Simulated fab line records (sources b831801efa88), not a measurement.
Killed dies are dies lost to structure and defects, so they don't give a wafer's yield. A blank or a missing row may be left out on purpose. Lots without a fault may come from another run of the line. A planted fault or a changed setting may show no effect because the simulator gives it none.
fab line records -- flow sky130
record: lots: 13, wafers: 39, lastDay: 50
route steps=708 shown CONTACT@409 PAD_OPEN@708
lots with no fault: from the same line, run without faults
startH: hours from the record's opening day to when the first of the lot's shown wafers began -- waitH: time in hours since the lot's previous step -- " repeats the value in the row above -- L1.1+2: several wafers, shown together as one row -- - either no value or no given start -- * or withheld: withheld -- < > ~ a bound
route shown NAME@n: NAME is a module with steps in the file, n the number in the route of the first one -- usual: average and standard deviation across the fault-free wafers -- same: alike in all rows -- chamber/n: place in a boat -- sites: the reading at each site -- _std_site: their standard deviation -- _edge_site: inner sites' mean taken away from outer sites' mean -- radiusMm: how far each site lies from the wafer's centre -- mask NAME#n: copy n -- behind: tool/chamber where the wafer was last shaped -- hold: the reason the lot was held/the length of the hold in hours/how it ended -- device: names the non-switching transistor (n, p or np) -- end of line: tests run on the same wafers once the route is complete -- where a step has no rows: the recipe by itself -- killed: count of dies lost to structure and defects at first sort (not the wafer's yield) -- map: shows each die of a wafer: x if killed, . if not, _ if none is there
set.NAME: the setting as run; set.NAME@STEP: as run at that earlier step -- model.NAME: the simulator's own value behind a step, which no gauge read
steps of the route over a sample of lots; a table a step, a row a wafer
services: the hour from which a tool's chamber was out of use, counted from the record's first day as startH (under 0 if before that day), plus the number of hours and why
== steps ==
step: SKY_CONTACT_THK_MEAS_03
recipe: reads: SiO2_of_CONTACT_HDPCVD_02
usual: CONTACT_HDPCVD_THK: 564/5.4
lot.wafer,tool,chamber,startH,waitH,CONTACT_HDPCVD_THK[nm]
L470.4,filmMetro-04,-,708.51,0.0,559
L470.5,filmMetro-04,-,708.51,0.0,564
L470.6,filmMetro-04,-,708.51,0.0,557
L471.1,filmMetro-04,-,720.76,0.0,571
L471.2,filmMetro-04,-,720.76,0.0,565
L471.3,filmMetro-04,-,720.76,0.0,567
L478.3,filmMetro-03,-,780.36,0.1,561
L478.4,filmMetro-03,-,780.36,0.1,568
L478.6,filmMetro-03,-,780.36,0.1,563
L479.1,filmMetro-04,-,785.24,0.0,563
L479.5,filmMetro-04,-,785.24,0.0,565
L479.6,filmMetro-04,-,785.24,0.0,568
L485.2,filmMetro-03,-,825.41,0.0,568
L485.5,filmMetro-03,-,825.41,0.0,568
L485.6,filmMetro-03,-,825.41,0.0,567
L486.1,filmMetro-03,-,826.48,0.0,570
L486.2,filmMetro-03,-,826.48,0.0,576
L486.6,filmMetro-03,-,826.48,0.0,570
L487.2,filmMetro-01,-,840.76,0.0,563
L487.4,filmMetro-01,-,840.76,0.0,558
L487.5,filmMetro-01,-,840.76,0.0,563
L488.1,filmMetro-04,-,846.47,0.0,560
L488.2,filmMetro-04,-,846.47,0.0,562
L488.4,filmMetro-04,-,846.47,0.0,561
L489.1,filmMetro-03,-,852.49,0.0,559
L489.2,filmMetro-03,-,852.49,0.0,558
L489.6,filmMetro-03,-,852.49,0.0,558
L490.3,filmMetro-03,-,858.84,0.1,566
L490.4,filmMetro-03,-,858.84,0.1,562
L490.5,filmMetro-03,-,858.84,0.1,566
L491.3,filmMetro-03,-,870.20,0.1,563
L491.5,filmMetro-03,-,870.20,0.1,558
L491.6,filmMetro-03,-,870.20,0.1,571
L492.1,filmMetro-03,-,888.70,0.0,567
L492.3,filmMetro-03,-,888.70,0.0,566
L492.5,filmMetro-03,-,888.70,0.0,567
L493.1,filmMetro-01,-,893.35,0.0,557
L493.5,filmMetro-01,-,893.35,0.0,557
L493.6,filmMetro-01,-,893.35,0.0,556
step: SKY_CONTACT_CVD_24
recipe: material: W, targetThkNm: 340, timeS: 102.12, tempC: 400, pressureTorr: 40
usual: heaterPowerW: 890/60
lot.wafer,tool,chamber,startH,waitH,heaterPowerW,sinceWetCleanH
L470.4,cvdW-01,1,736.86,0.1,968,-
L470.5,cvdW-01,0,736.86,0.1,951,-
L470.6,cvdW-01,1,736.86,0.1,978,-
L471.1,cvdW-02,1,749.31,0.0,844,345
L471.2,cvdW-02,0,749.31,0.0,887,345
L471.3,cvdW-02,1,749.31,0.0,809,-
L478.3,cvdW-02,0,808.72,0.1,875,-
L478.4,cvdW-02,1,808.72,0.1,806,-
L478.6,cvdW-02,1,808.72,0.1,787,-
L479.1,cvdW-01,1,813.51,0.0,962,910
L479.5,cvdW-01,0,813.51,0.0,947,-
L479.6,cvdW-01,1,813.51,0.0,961,-
L485.2,cvdW-02,1,852.93,0.0,823,449
L485.5,cvdW-02,0,852.93,0.0,912,-
L485.6,cvdW-02,1,852.93,0.0,821,-
L486.1,cvdW-02,1,853.93,0.0,813,450
L486.2,cvdW-02,0,853.93,0.0,898,450
L486.6,cvdW-02,0,853.93,0.0,923,-
L487.2,cvdW-01,0,868.20,0.0,920,964
L487.4,cvdW-01,1,868.20,0.0,972,-
L487.5,cvdW-01,1,868.20,0.0,975,-
L488.1,cvdW-02,0,873.85,0.0,916,470
L488.2,cvdW-02,1,873.85,0.0,817,470
L488.4,cvdW-02,0,873.85,0.0,924,-
L489.1,cvdW-02,0,878.40,0.0,902,474
L489.2,cvdW-02,1,878.40,0.0,804,474
L489.6,cvdW-02,0,878.40,0.0,896,-
L490.3,cvdW-02,1,885.58,0.1,827,-
L490.4,cvdW-02,0,885.58,0.1,888,-
L490.5,cvdW-02,0,885.58,0.1,915,-
L491.3,cvdW-02,0,896.95,0.1,919,-
L491.5,cvdW-02,1,896.95,0.1,833,-
L491.6,cvdW-02,0,896.95,0.1,888,-
L492.1,cvdW-02,0,915.75,0.0,913,512
L492.3,cvdW-02,0,915.75,0.0,886,-
L492.5,cvdW-02,0,915.75,0.0,901,-
L493.1,cvdW-02,1,919.56,0.0,810,516
L493.5,cvdW-02,0,919.56,0.0,903,-
L493.6,cvdW-02,1,919.56,0.0,812,-
step: SKY_CONTACT_THK_MEAS_26
recipe: thkMeasGauge: xrf, reads: W_of_CONTACT_CVD_24
usual: CONTACT_W_THK: 346/4.8
lot.wafer,tool,chamber,startH,waitH,CONTACT_W_THK[nm]
L470.4,filmMetro-04,-,737.08,0.1,348
L470.5,filmMetro-04,-,737.08,0.1,346
L470.6,filmMetro-04,-,737.08,0.1,342
L471.1,filmMetro-04,-,749.54,0.1,352
L471.2,filmMetro-04,-,749.54,0.1,348
L471.3,filmMetro-04,-,749.54,0.1,351
L478.3,filmMetro-04,-,808.93,0.1,352
L478.4,filmMetro-04,-,808.93,0.1,351
L478.6,filmMetro-04,-,808.93,0.1,351
L479.1,filmMetro-01,-,813.74,0.1,343
L479.5,filmMetro-01,-,813.74,0.1,333
L479.6,filmMetro-01,-,813.74,0.1,342
L485.2,filmMetro-03,-,853.17,0.1,346
L485.5,filmMetro-03,-,853.17,0.1,347
L485.6,filmMetro-03,-,853.17,0.1,345
L486.1,filmMetro-04,-,854.16,0.1,349
L486.2,filmMetro-04,-,854.16,0.1,353
L486.6,filmMetro-04,-,854.16,0.1,358
L487.2,filmMetro-04,-,868.44,0.1,345
L487.4,filmMetro-04,-,868.44,0.1,347
L487.5,filmMetro-04,-,868.44,0.1,346
L488.1,filmMetro-01,-,874.08,0.1,349
L488.2,filmMetro-01,-,874.08,0.1,349
L488.4,filmMetro-01,-,874.08,0.1,344
L489.1,filmMetro-01,-,878.64,0.1,345
L489.2,filmMetro-01,-,878.64,0.1,343
L489.6,filmMetro-01,-,878.64,0.1,337
L490.3,filmMetro-01,-,885.80,0.1,343
L490.4,filmMetro-01,-,885.80,0.1,347
L490.5,filmMetro-01,-,885.80,0.1,339
L491.3,filmMetro-03,-,897.16,0.1,349
L491.5,filmMetro-03,-,897.16,0.1,349
L491.6,filmMetro-03,-,897.16,0.1,351
L492.1,filmMetro-04,-,915.98,0.1,350
L492.3,filmMetro-04,-,915.98,0.1,354
L492.5,filmMetro-04,-,915.98,0.1,347
L493.1,filmMetro-03,-,919.79,0.1,348
L493.5,filmMetro-03,-,919.79,0.1,354
L493.6,filmMetro-03,-,919.79,0.1,351
step: SKY_CONTACT_CMP_27
recipe: stopOn: SiO2, tOverpolishS: 15, downForcePsi: 3.5, platenRpm: 60, targetThkNm: 0, padVelocityMS: 0.94248
usual: motorCurrentA: 10.9/0.97, overpolishRunS: 14.999/0.0093, retainingRingPressureFrac: 1.001/0.0055, slurryFilterDpKPa: 13.53/0.13, tOverpolishS: 15/0, timeToEndpointS: 80/3.4
lot.wafer,tool,chamber,startH,waitH,motorCurrentA,overpolishRunS,retainingRingPressureFrac,slurryFilterDpKPa,tOverpolishS,timeToEndpointS
L470.4,cmp-02,0,737.21,0.1,11.1,15.004,1.007,13.63,15,76
L470.6,cmp-02,2,737.21,0.1,8.6,15.006,0.992,13.52,15,75
L470.5,cmp-02,3,737.21,0.1,9.6,15.000,1.007,13.37,15,77
L471.2,cmp-01,2,749.60,0.0,11.3,15.012,1.001,13.29,15,81
L471.3,cmp-01,3,749.60,0.0,11.5,15.011,1.003,13.32,15,75
L471.1,cmp-01,0,749.60,0.0,10.8,15.003,1.013,13.71,15,83
L478.4,cmp-02,1,809.02,0.1,11.3,22.320,0.995,13.31,22.31,84
L478.3,cmp-02,2,809.02,0.1,9.0,22.296,1.000,13.47,22.31,75
L478.6,cmp-02,1,809.02,0.1,11.0,22.306,0.993,13.38,22.31,82
L479.1,cmp-02,2,813.95,0.2,8.8,22.303,0.997,13.60,22.31,81
L479.5,cmp-02,3,813.95,0.2,9.8,22.310,0.993,13.55,22.31,83
L479.6,cmp-02,0,813.95,0.2,11.6,22.307,1.005,13.55,22.31,82
L485.2,cmp-01,0,853.32,0.1,10.6,14.996,0.994,13.45,15,81
L485.6,cmp-01,2,853.32,0.1,11.7,14.992,0.998,13.42,15,80
L485.5,cmp-01,3,853.32,0.1,11.1,15.004,1.008,13.50,15,77
L486.2,cmp-01,3,854.27,0.1,10.8,14.999,1.001,13.59,15,72
L486.1,cmp-01,1,854.27,0.1,12.4,15.007,1.002,13.52,15,77
L486.6,cmp-01,2,854.27,0.1,11.3,14.992,0.993,13.46,15,79
L487.4,cmp-02,2,868.49,0.0,9.0,15.002,1.008,13.53,15,78
L487.2,cmp-02,1,868.49,0.0,11.9,15.001,1.001,13.53,15,82
L487.5,cmp-02,2,868.49,0.0,8.7,14.980,1.006,13.57,15,79
L488.2,cmp-02,3,874.14,0.0,10.0,14.981,0.994,13.60,15,81
L488.4,cmp-02,0,874.14,0.0,11.7,15.007,0.999,13.63,15,82
L488.1,cmp-02,2,874.14,0.0,8.9,14.988,0.999,13.41,15,78
L489.1,cmp-01,3,878.70,0.1,11.7,14.988,1.000,13.59,15,74
L489.2,cmp-01,1,878.70,0.1,12.1,15.001,1.003,13.48,15,81
L489.6,cmp-01,3,878.70,0.1,11.0,15.017,1.004,13.75,15,77
L490.3,cmp-01,2,885.89,0.1,11.4,14.979,0.999,13.46,15,81
L490.4,cmp-01,3,885.89,0.1,11.2,14.980,0.995,13.47,15,76
L490.5,cmp-01,1,885.89,0.1,12.4,15.018,0.998,13.37,15,84
L491.3,cmp-02,1,897.30,0.1,11.1,14.997,1.003,13.56,15,83
L491.5,cmp-02,3,897.30,0.1,10.0,14.993,1.009,13.54,15,80
L491.6,cmp-02,0,897.30,0.1,12.0,14.983,1.000,13.84,15,77
L492.1,cmp-01,0,916.09,0.1,10.7,15.010,1.001,13.45,15,90
L492.3,cmp-01,2,916.09,0.1,11.5,15.014,0.994,13.67,15,87
L492.5,cmp-01,0,916.09,0.1,10.8,14.997,1.003,13.49,15,88
L493.1,cmp-01,1,920.00,0.2,12.0,15.009,1.000,13.67,15,81
L493.6,cmp-01,2,920.00,0.2,11.6,15.012,1.002,13.33,15,79
L493.5,cmp-01,3,920.00,0.2,11.2,14.988,1.005,13.61,15,80
step: SKY_PAD_OPEN_PROBE_99
usual: killed_at_M0_to_M3: 42/6.4, killed_at_M4_up: 3.2/1.9, killedAtContacts: 24/4.8, killedAtFrontEnd: 16/4.4, killedAtOther: 0.3/0.55, killedDies: 86/8.6, killedOpen: 46/6.6, killedShort: 39/5.7
same: grossDies: 492, killedAtBackSide: 0
lot.wafer,tool,chamber,startH,waitH,killed_at_M0_to_M3,killed_at_M4_up,killedAtContacts,killedAtFrontEnd,killedAtOther,killedDies,killedOpen,killedShort
L490.3,prober-01,-,1182.80,0.2,33,9,22,20,0,84,47,37
L490.4,prober-01,-,1182.85,0.2,47,1,21,15,1,85,51,34
L490.5,prober-01,-,1182.90,0.2,41,5,21,15,0,82,40,42
killed by level:class
L490.3 VIA1:geometricParticle:open=11 CONTACT:geometricParticle:open=9 LI_CONTACT:geometricParticle:open=6 METAL4:geometricParticle:short=6 POLY_GATE:geometricParticle:short=5 METAL2:geometricParticle:short=5 VIA3:geometricParticle:open=5 FIELD_ISO:geometricParticle:open=4
L490.4 VIA3:geometricParticle:open=11 CONTACT:geometricParticle:open=10 METAL1:geometricParticle:short=8 VIA1:geometricParticle:open=7 LI_CONTACT:geometricParticle:open=7 FIELD_ISO:geometricParticle:short=6 METAL2:geometricParticle:short=5 SPACER:geometricParticle:open=3
L490.5 VIA1:geometricParticle:open=11 FIELD_ISO:geometricParticle:short=8 METAL2:geometricParticle:short=8 VIA3:geometricParticle:open=8 LI_CONTACT:geometricParticle:open=5 LI_CONTACT:geometricParticle:short=4 LOCAL_INTERCONNECT:geometricParticle:short=4 CONTACT:geometricParticle:open=4
== services ==
tool,chamber,startH,hours,kind
cvdW-02,1,737.52,2.4,repair
cmp-02,-,744.27,4.0,pm
cmp-01,-,748.09,0.5,repair
cmp-02,-,748.27,-,consumableReplace:conditioner
cmp-02,-,748.27,-,consumableReplace:pad
cvdW-02,-,792.23,3.9,repair
cmp-01,-,806.23,4.0,pm
cvdW-02,0,814.78,11.1,repair
cmp-02,-,814.81,1.1,repair
cmp-02,-,817.89,4.6,pm
cmp-02,-,827.11,2.0,repair
cmp-01,-,827.75,5.2,repair
cvdW-01,-,849.63,6.9,pm
cvdW-01,-,904.00,14.0,pm
cvdW-01,0,904.00,14.0,ventCycle
cvdW-01,1,904.00,14.0,ventCycle
cmp-01,-,912.00,4.0,pm
cmp-01,-,916.00,-,consumableReplace:conditioner
cmp-01,-,916.00,-,consumableReplace:pad
cvdW-01,0,918.00,-,clean
cvdW-01,1,918.00,-,clean
== key ==
firstSign: step: SKY_CONTACT_CMP_27, reading: tOverpolishS, direction: up, sigmas: 99+, usual: 15, struck: 22.31
effect: step: SKY_CONTACT_CMP_27, reading: overpolishRunS, direction: up, sigmas: 99+, usual: 14.999, struck: 22.307
metAt SKY_CONTACT_CMP_27
struckLots L478,L479
testerLeftOut L478,L479
notActingAt SKY_CONTACT_THK_MEAS_03,SKY_CONTACT_CVD_24,SKY_CONTACT_THK_MEAS_26
onsetBetween 737.21 809.02
fault: kind: processParameterDrift, tool: cmp-02, chamber: -, onsetH: 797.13, steps: SKY_CONTACT_CMP_27, channel: tOverpolishS, offset: 7.3096, shape: step, endH: 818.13, actsIn: theseRecipesOnly, stated: 15
testerLeftOut: of these lots the tester's yield and bins aren't shown, on N5 and GAA mostly nor the transistor test; their killed dies are dies lost to structure and defects alone, not to doping, threshold or leakage, so they don't give the yield
